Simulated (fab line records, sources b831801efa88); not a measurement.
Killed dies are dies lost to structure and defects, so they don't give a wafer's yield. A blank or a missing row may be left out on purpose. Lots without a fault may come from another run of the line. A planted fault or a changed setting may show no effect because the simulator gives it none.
Problem report in the 8D (eight disciplines) form, filled by code | flow sfq_line | the parts of the form that need people (team, actions taken, sign-off) are left out

1. THE PROBLEM
platen_rpm at SFQ_TRILAYER_I0_CMP_CMP_028 reads a mean of 66.02 rpm on 9 wafers of 3 lots; wafers without a fault read 60.00 rpm with a standard deviation of 0.038. That is +99 or more standard deviations from the usual mean.
The step: polishes SiO2.
First seen on wafer L646.3, day 12 23:44, on cmp-01. The record holds 45 wafers of 15 lots with a number at this step. Rule for "out", or "out of limits": more than 4 standard deviations from the usual mean. The other wafers with a number count as sound.

2. WHAT IT IS AND WHAT IT IS NOT
question                    | is                     | is not
which readings at this step | platen_rpm             | -
which lots                  | L646, L647, L648       | L634, L635, L636, L637, L638, L639, L640, L641, L644, L645, L649, L657
which wafers of those lots  | all that have a number | -
read on which tools         | cmp-01                 | cmp-02
when                        | from day 12 23:44      | up to then (30 sound wafers); but 6 sound wafers of L649, L657 came after

3. SUSPECTS, AND WHAT RULES EACH OUT
Counting: a tool at a process step up to the reading stays a suspect if it ran every lot that is out and no sound lot after the first of them.
- cmp-01 at SFQ_TRILAYER_I0_CMP_CMP_028 (polishes SiO2): kept. It ran every lot that is out, first L646 (day 12 23:44), and no sound lot after that; its last sound lot up to then is L645 (day 12 21:14). Its own readings are out on those wafers: platen_rpm.
Left after counting: cmp-01 at SFQ_TRILAYER_I0_CMP_CMP_028.

4. THE CAUSE (what the simulator had put in)
Process parameter drift: cmp-01, from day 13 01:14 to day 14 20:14, at SFQ_TRILAYER_I0_CMP_CMP_028. Setting platen_rpm, moved by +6, from 60. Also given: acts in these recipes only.
Counting left only this tool.

5. THE CHAIN OF EFFECTS, in route order
Each row: a reading whose mean over the struck wafers that have a number lies more than 3 standard deviations from the usual. Only readings for which the record gives a usual standard deviation are gone through. hours: the time from each lot's start at the first step in this table that gives one to its start at this step, as a median over the lots. sigmas: the change in usual standard deviations.
hours | step                        | reading    | usual     | on struck wafers | change | sigmas
0     | SFQ_TRILAYER_I0_CMP_CMP_028 | platen_rpm | 60.00 rpm | 66.02            | +6.02  | +99 or more
The process steps in it:
- SFQ_TRILAYER_I0_CMP_CMP_028: polishes SiO2.

6. WHAT WOULD HAVE CAUGHT IT SOONER
In this record the first reading out of limits was taken at day 12 23:44.
